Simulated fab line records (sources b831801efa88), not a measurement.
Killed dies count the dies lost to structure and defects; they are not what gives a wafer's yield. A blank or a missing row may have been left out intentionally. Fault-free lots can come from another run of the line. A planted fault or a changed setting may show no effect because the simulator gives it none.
Check of tool commonality | flow gf180mcu | Lots sampled 11, wafers sampled 33

== REASON FOR OPENING ==
At GF_V3_CD_MEAS_14 the reading cdNm is flagged on 2 of 11 lots. Fault-free wafers read 259.8 nm, with a standard deviation of 1.1.
Rule: a lot is flagged in two cases, either no wafer of it has a number, or all its wafers with numbers fall more than 4 standard deviations from that mean. All remaining lots are regarded as sound.

lot  | measured     | on       | cdNm (nm), wafer by wafer | flag
L951 | day 23 01:43 | cdSem-01 | 261.5 261.7 261.0         | 
L953 | day 24 08:23 | cdSem-01 | 260.9 260.4 260.4         | 
L954 | day 24 18:07 | cdSem-02 | 260.0 260.3 258.6         | 
L956 | day 25 14:58 | cdSem-02 | 262.1 260.1 260.8         | 
L958 | day 25 21:58 | cdSem-02 | 260.3 262.2 259.5         | 
L960 | day 26 08:10 | cdSem-01 | 259.7 258.2 259.2         | 
L962 | day 26 22:47 | cdSem-01 | 258.9 259.9 259.5         | 
L963 | day 27 07:20 | cdSem-01 | 247.2 246.0 247.9         | FLAGGED
L964 | day 27 16:25 | cdSem-02 | 247.1 248.1 247.5         | FLAGGED
L971 | day 29 14:24 | cdSem-02 | 259.8 258.9 259.8         | 
L973 | day 30 03:09 | cdSem-02 | 258.4 258.7 258.5         | 
The mean of the flagged lots' numbers is 247.3 nm, -12.5 nm from the usual (-11 standard deviations).

== LOT BY LOT: THE TOOL USED ==
Before the reading, the record contains 2 process steps out of a 602-step route. In each cell: the tool, then ch and the chambers that the sampled wafers went through, then the start.
lot  | flag    | GF_M3_STRIP_17                      | GF_V3_SOFTBAKE_10
L951 |         | plasmaAsher-01 ch 0,1, day 22 00:38 | lithoTrack-03 ch 0, day 22 14:00
L953 |         | plasmaAsher-04 ch 0,1, day 23 08:32 | lithoTrack-01 ch 0, day 23 21:00
L954 |         | plasmaAsher-03 ch 0,1, day 23 18:47 | lithoTrack-03 ch 0, day 24 06:00
L956 |         | plasmaAsher-01 ch 0,1, day 24 15:50 | lithoTrack-01 ch 0, day 25 03:00
L958 |         | plasmaAsher-04 ch 1, day 24 23:29   | lithoTrack-04 ch 0, day 25 12:00
L960 |         | plasmaAsher-03 ch 0,1, day 25 09:31 | lithoTrack-04 ch 0, day 25 21:00
L962 |         | plasmaAsher-03 ch 1, day 26 00:32   | lithoTrack-03 ch 0, day 26 12:00
L963 | FLAGGED | plasmaAsher-01 ch 1, day 26 09:47   | lithoTrack-03 ch 0, day 26 21:00
L964 | FLAGGED | plasmaAsher-01 ch 0,1, day 26 19:17 | lithoTrack-03 ch 0, day 27 06:00
L971 |         | plasmaAsher-01 ch 0,1, day 28 17:22 | lithoTrack-01 ch 0, day 29 04:00
L973 |         | plasmaAsher-04 ch 0,1, day 29 07:00 | lithoTrack-04 ch 0, day 29 17:00
These steps, and what they do:
- GF_M3_STRIP_17: strips in O2/N2.
- GF_V3_SOFTBAKE_10: time 60 s.
- GF_V3_CD_MEAS_14: target cd 260 nm.

== FLAGGED AGAINST TOTAL, ONE TOOL AT A TIME (gauges that did the reading follow at the end) ==
step              | tool           | lots run | flagged | share of the flagged lots | sound lots run after its first flagged lot
GF_M3_STRIP_17    | plasmaAsher-01 | 5        | 2       | all                       | 1 (L971)
GF_M3_STRIP_17    | plasmaAsher-03 | 3        | 0       | none                      | -
GF_M3_STRIP_17    | plasmaAsher-04 | 3        | 0       | none                      | -
GF_V3_SOFTBAKE_10 | lithoTrack-01  | 3        | 0       | none                      | -
GF_V3_SOFTBAKE_10 | lithoTrack-03  | 5        | 2       | all                       | 0
GF_V3_SOFTBAKE_10 | lithoTrack-04  | 3        | 0       | none                      | -
GF_V3_CD_MEAS_14  | cdSem-01       | 5        | 1       | some                      | 0
GF_V3_CD_MEAS_14  | cdSem-02       | 6        | 1       | some                      | 2 (L971,L973)

== WHAT THE TABLE ALLOWS ==
2 rows of the table ran every flagged lot: plasmaAsher-01 at GF_M3_STRIP_17, lithoTrack-03 at GF_V3_SOFTBAKE_10.
- plasmaAsher-01 at GF_M3_STRIP_17: 2 of its 5 lots flagged. Lots that were sound ran on it after the first flagged one (L971); a persistent fault on the entire tool would not allow that.
- lithoTrack-03 at GF_V3_SOFTBAKE_10: 2 of its 5 lots flagged. It ran its last sound lot, L962, at day 26 12:00 and its first flagged lot, L963, at day 26 21:00: a fault with its onset between the two fits. Its own readings lie more than 4 standard deviations out on every wafer of the flagged lots: heaterPowerTotalW, plateTempC.
What remains is a single tool, lithoTrack-03 at GF_V3_SOFTBAKE_10.

== WHAT WAS PUT IN BY THE SIMULATOR ==
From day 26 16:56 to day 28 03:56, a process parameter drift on lithoTrack-03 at GF_V3_SOFTBAKE_10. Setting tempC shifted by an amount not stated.
Lots struck among those shown: L963, L964. This agrees with what the rule above found.
